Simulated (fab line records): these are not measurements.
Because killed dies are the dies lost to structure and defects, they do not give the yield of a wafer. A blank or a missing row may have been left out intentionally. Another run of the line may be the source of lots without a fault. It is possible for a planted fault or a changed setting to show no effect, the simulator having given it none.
What tool caused it?	flow gf180mcu	6 lots with 18 wafers sampled at 4 steps, on a route of 602 steps

WHAT EACH GAUGE READ, for each wafer
GF_CONTACT_RS_MEAS_25: uses a four-point probe to measure.
lot	measured	on	CONTACT_W_RS (ohm/sq)
L410	day 16 20:55	filmMetro-04	0.386 0.390 0.386
L412	day 17 12:44	filmMetro-04	0.387 0.377 0.378
L416	day 19 04:19	filmMetro-04	0.264 0.383 0.264
L424	day 22 02:49	filmMetro-03	0.385 0.385 0.385
L429	day 23 15:47	filmMetro-03	0.387 0.389 0.383
L431	day 24 04:32	filmMetro-04	0.384 0.384 0.382

WHAT TOOL EACH LOT RAN ON (gives the tool, then ch and the chambers of the sampled wafers, and finally the start)
lot	GF_CONTACT_SPUTTER_22	GF_CONTACT_SPUTTER_23	GF_CONTACT_CVD_24
L410	pvdSputter-04, day 16 20:43	pvdSputter-04, day 16 20:46	cvdW-01 ch 0,1, day 16 20:49
L412	pvdSputter-01, day 17 12:29	pvdSputter-01, day 17 12:34	cvdW-02 ch 0,1, day 17 12:38
L416	pvdSputter-03, day 19 04:04	pvdSputter-03, day 19 04:07	cvdW-02 ch 0,1, day 19 04:12
L424	pvdSputter-04, day 22 02:34	pvdSputter-04, day 22 02:38	cvdW-02 ch 0,1, day 22 02:43
L429	pvdSputter-03, day 23 15:32	pvdSputter-03, day 23 15:36	cvdW-01 ch 0,1, day 23 15:40
L431	pvdSputter-03, day 24 04:19	pvdSputter-03, day 24 04:23	cvdW-01 ch 0,1, day 24 04:25
- GF_CONTACT_SPUTTER_22: material Ti, target thk 15 nm, time 80.02 s.
- GF_CONTACT_SPUTTER_23: material TiN, target thk 10 nm, time 40 s.
- GF_CONTACT_CVD_24: deposits W, target thk 300 nm, time 90.339 s.

THE ANSWER, worked out from the rows above alone
Rule: usual is defined by the lots themselves. The widest of any qualifying gaps counts: lots, ordered by their means at a reading, are off when they make up no more than a third of the lots, leave a main group of 4 or more, and stand apart from it by 3 or more times the standard deviation of that group's means. A main group is skipped when, at the precision printed for the reading in the tables above, its means are all equal. Also off: a lot with no number at a reading for which 4 or more lots have one. Where the step has rows for the other lots, those lots are counted as sound.
Off: at GF_CONTACT_RS_MEAS_25 (CONTACT_W_RS), L416. For the main group the mean is 0.385 ohm/sq and the standard deviation 0.0024.
If a tool, at a process step before that reading, ran all the lots that are off and no sound lot after the first of them, it fits. The gauges at GF_CONTACT_RS_MEAS_25 are tried like those tools. None of those tried fits.

WHAT THE SIMULATOR HAD INSERTED
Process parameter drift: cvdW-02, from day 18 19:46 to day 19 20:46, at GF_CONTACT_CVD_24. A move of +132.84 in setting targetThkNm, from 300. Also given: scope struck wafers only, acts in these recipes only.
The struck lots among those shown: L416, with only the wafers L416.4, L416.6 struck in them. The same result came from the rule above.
